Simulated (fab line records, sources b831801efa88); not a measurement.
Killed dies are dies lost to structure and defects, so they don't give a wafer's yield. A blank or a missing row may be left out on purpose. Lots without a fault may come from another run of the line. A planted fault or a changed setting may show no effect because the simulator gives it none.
Chamber matching | flow sky130 | SKY_LI_CONTACT_CMP_24 on cmp-02: 4 sister chambers
The step polishes, stops on PSG, t overpolish 20 s, target thk 0 nm. 4 wafers are shown with their chamber, then 8 later ones without.

WAFERS WITH THEIR CHAMBER
wafer  | chamber | motor_current_A (A)
L800.2 | 2       | 10.3
L813.1 | 1       | 11.5
L813.5 | 3       | 10.4
L815.1 | 0       | 11.4

WAFERS WITHOUT THEIR CHAMBER
wafer  | motor_current_A (A)
L815.4 | 10.7
L815.6 | 10.5
L816.1 | 10.7
L816.2 | 10.4
L816.6 | 11.2
L819.3 | 10.5
L819.5 | 10.2
L819.6 | 10.9

WHICH CHAMBER EACH WENT THROUGH
wafer  | from the rows above               | in truth
L815.4 | can't be placed: 3 or 2 or 0      | 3
L815.6 | can't be placed: 3 or 2           | 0
L816.1 | can't be placed: 3 or 2 or 0      | 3
L816.2 | can't be placed: 3 or 2           | 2
L816.6 | can't be placed: 0 or 1           | 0
L819.3 | can't be placed: 3 or 2           | 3
L819.5 | can't be placed: 2 or 3           | 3
L819.6 | can't be placed: 0 or 3 or 1 or 2 | 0
Placed correctly: 0 of 8. Can't be placed from these rows: 8 (the true chamber is among the candidates in 7). Placed wrongly: 0.
How it was worked out, from the rows above alone: a wafer's distance from a chamber is the root of the sum, over the readings, of the square of ((its reading less the chamber's mean) divided by the reading's scatter). The wafer belongs to the nearest chamber; if the next one is less than 2 further off, it can't be placed. A chamber's mean is the mean of its shown wafers. The scatter: with one shown wafer a chamber, the root of the mean of the squares of how far each hidden wafer lies from its nearest shown one.
